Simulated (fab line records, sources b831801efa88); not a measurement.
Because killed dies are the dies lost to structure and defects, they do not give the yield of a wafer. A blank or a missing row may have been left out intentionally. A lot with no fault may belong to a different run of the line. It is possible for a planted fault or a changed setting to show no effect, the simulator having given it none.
2 desks, one fault || flow sky130 || each desk has only its own numbers; what lay behind them comes last

== AT THE METROLOGY DESK ==
Means of the sampled wafers that have a number, per lot and without regard to the tool the lot ran on: this is what the gauges read. A lot is out of limits, marked OUT, if its mean lies more than 4 standard deviations from the usual mean; the brackets give that distance.
Columns: A = VIA2_W_RS at SKY_VIA2_RS_MEAS_22, usual 0.2721 ohm/sq; B = VIA2_W_THK at SKY_VIA2_THK_MEAS_23, usual 406 nm
{"lot": "L732", "first seen here": "day 39 06:17", "A": 0.2727, "B": 410}
{"lot": "L734", "first seen here": "day 40 03:29", "A": 0.2740, "B": 405}
{"lot": "L735", "first seen here": "day 40 12:40", "A": 0.2705, "B": 411}
{"lot": "L737", "first seen here": "day 40 20:46", "A": 0.2716, "B": 408}
{"lot": "L740", "first seen here": "day 41 13:04", "A": 0.2690, "B": 410}
{"lot": "L742", "first seen here": "day 42 07:53", "A": 0.2717, "B": 409}
This desk found nothing out of limits on any of the 6 lots.

== AT THE TOOL OWNER'S DESK: pvd_sputter-03 ==
The tool's own readings at SKY_METAL3_SPUTTER_03 (material Ti, target thk 5 nm, time 3.3 s): means of the sampled wafers that have a number, for each lot that ran on this tool. A lot is out of limits, marked OUT, if its mean lies more than 4 standard deviations from the usual mean; the brackets give that distance.
Columns: A = cathode_dc_power_W at SKY_METAL3_SPUTTER_03, usual 3000.0 W; B = throttle_valve_pct at SKY_METAL3_SPUTTER_03, usual 29.8 %
{"lot": "L732", "first seen here": "day 39 06:52", "A": 2999.6, "B": 29.8}
{"lot": "L734", "first seen here": "day 40 04:02", "A": 2999.9, "B": 30.3}
{"lot": "L742", "first seen here": "day 42 08:27", "A": 3000.0, "B": 30.4}
This desk found nothing out of limits on any of the 3 lots.

== TAKEN TOGETHER ==
The metrology desk saw nothing out of limits.
The tool owner's desk saw nothing out of limits.

== WHAT THE SIMULATOR PUT IN ==
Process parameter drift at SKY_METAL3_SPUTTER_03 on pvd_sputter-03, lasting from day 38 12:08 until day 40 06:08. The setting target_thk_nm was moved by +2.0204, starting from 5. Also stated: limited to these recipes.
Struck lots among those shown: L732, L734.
